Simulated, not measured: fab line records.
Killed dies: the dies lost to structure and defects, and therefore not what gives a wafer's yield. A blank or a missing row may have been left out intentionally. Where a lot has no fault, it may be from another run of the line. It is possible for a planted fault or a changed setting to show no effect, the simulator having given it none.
Comparing a struck lot with a sound one || flow gf180mcu || 23 out of 602 route steps
Sound: the wafers L479.2, L479.4, L479.5. The struck wafers were L484.4, L484.5, L484.6. The cause is given at the end.
For every step that has rows: the tool of each side, followed by ch and its chambers, followed by its first start. Under that, the readings that differ: sound wafers || struck wafers || difference of the means || sigmas: that difference in standard deviations of wafers without a fault.
alike: readings whose means differ by less than 2 such deviations, and words and numbers that are the same on both sides. not compared: withheld readings, readings that some wafer has no value for, bounds like >300 that may hide the same value, and numbers for which the record gives no deviation and whose values overlap.
The two part at a step that has a row with sigmas, a row that says differs or no value, or rows on one side only. Numbers that don't overlap but have no deviation are shown without sigmas and don't part them. A reading missing from all wafers of one side parts the sides only when that side holds two or more wafers.

GF_CONTACT_RS_MEAS_25: uses a four-point probe to measure.
  struck on film metro-04, day 18 14:10; sound on film metro-04, day 16 16:57
  alike: CONTACT_W_RS
GF_CONTACT_THK_MEAS_26: measures by xrf.
  struck on film metro-04, day 18 14:16; sound on film metro-04, day 16 17:04
  alike: CONTACT_W_THK
GF_CONTACT_CMP_27: polishes, stops on SiO2, t overpolish 13.59 s, target thk 0 nm.
  sound on cmp-01 ch 0,1,3, day 16 17:07; struck on cmp-01 ch 1,2, day 18 14:17
  alike: motor current A, overpolish run s, slurry filter dp kPa, time to endpoint s
GF_M1_SPUTTER_00: material Ti, target thk 37.5 nm, time 150 s.
  struck on pvd sputter-02, day 18 14:35; sound on pvd sputter-02, day 16 17:25
  alike: chamber pressure pa, throttle valve pct
GF_M1_SPUTTER_01: material TiN, target thk 30 nm, time 25 s.
  struck on pvd sputter-02, day 18 14:41; sound on pvd sputter-02, day 16 17:31
  alike: chamber pressure pa, throttle valve pct
GF_M1_SPUTTER_02: material AlCu, target thk 450 nm, time 23.9 s.
  struck on pvd sputter-02, day 18 14:43; sound on pvd sputter-02, day 16 17:32
  alike: chamber pressure pa, throttle valve pct
then, 1 step without rows for these wafers: GF_M1_SPUTTER_03 (material Ti, target thk 10 nm, time 6.7 s).
GF_M1_SPUTTER_04: material TiN, target thk 50 nm, time 41.7 s.
  struck on pvd sputter-02, day 18 14:46; sound on pvd sputter-02, day 16 17:35
  alike: chamber pressure pa, throttle valve pct
GF_M1_RS_MEAS_05: uses a four-point probe to measure.
  struck on film metro-03, day 18 14:52; sound on film metro-03, day 16 17:39
  alike: M1_ALCU_RS
GF_M1_THK_MEAS_06: measures by xrf.
  struck on film metro-03, day 18 14:58; sound on film metro-03, day 16 17:46
  alike: M1_ALCU_THK
then, 2 steps without rows for these wafers: GF_M1_DEHYDRATE_07 (time 60 s); GF_M1_HMDS_08 (prime time 60 s).
GF_M1_COAT_09: resist thk 1000 nm.
  sound on litho track-03 ch 0, day 17 04:14; struck on litho track-03 ch 0, day 19 03:05
{"reading": "model.KrF_of_M1_COAT_09.thk nm (nm)", "sound": "1002 1000 1001", "struck": "1043 1038 1038", "difference": "+39", "sigmas": ""}
then, 4 steps without rows for these wafers: GF_M1_SOFTBAKE_10 (time 60 s); GF_M1_EXPOSE_11 (exposes mask Metal1, target cd 230 nm); GF_M1_PEB_12 (peb time 90 s); GF_M1_DEVELOP_13 (develop time 60 s).
GF_M1_CD_MEAS_14: the cd target is 230 nm.
  struck on cd sem-01, day 19 15:01; sound on cd sem-02, day 17 16:23
  alike: cd nm
GF_M1_OVL_MEAS_15:
  struck on overlay-01, day 19 15:05; sound on overlay-02, day 17 16:30
  alike: M1_OVL
GF_M1_METAL_ETCH_16: etches the open film in Cl2/BCl3, stops on SiO2, target depth 750.8 nm, time 125.1 s.
  sound on rie metal-04 ch 0,1, day 17 16:32; struck on rie metal-04 ch 0,1, day 19 15:10
{"reading": "model.KrF_of_M1_COAT_09.thk nm (nm)", "sound": "689.5 678.7 682", "struck": "726.4 728.8 721.8", "difference": "+42.3", "sigmas": ""}
  alike: drypump motor current A, oes product au, throttle valve pct
  not compared: rf hours counter h
GF_M1_STRIP_17: strips in O2/N2.
  sound on plasma asher-02 ch 0,1, day 17 16:40; struck on plasma asher-03 ch 0,1, day 19 15:16
{"reading": "oes product au (a.u.)", "sound": "0.543 0.535 0.535", "struck": "0.560 0.552 0.547", "difference": "+0.015", "sigmas": "+3"}
{"reading": "strip time to endpoint s (s)", "sound": "7.41 7.32 7.35", "struck": "7.79 7.82 7.71", "difference": "+0.41", "sigmas": "+7"}
  alike: drypump motor current A, heater power w
  not compared: rf hours counter h
then, 2 steps without rows for these wafers: GF_M1_STRIP_18 (strips in post etch residue remover, time 1200 s); GF_PASSIVATION_PROBE_99.

## WHERE THEY PART
Only at GF_M1_STRIP_17, within this record.

WHY: the cause the simulator had injected
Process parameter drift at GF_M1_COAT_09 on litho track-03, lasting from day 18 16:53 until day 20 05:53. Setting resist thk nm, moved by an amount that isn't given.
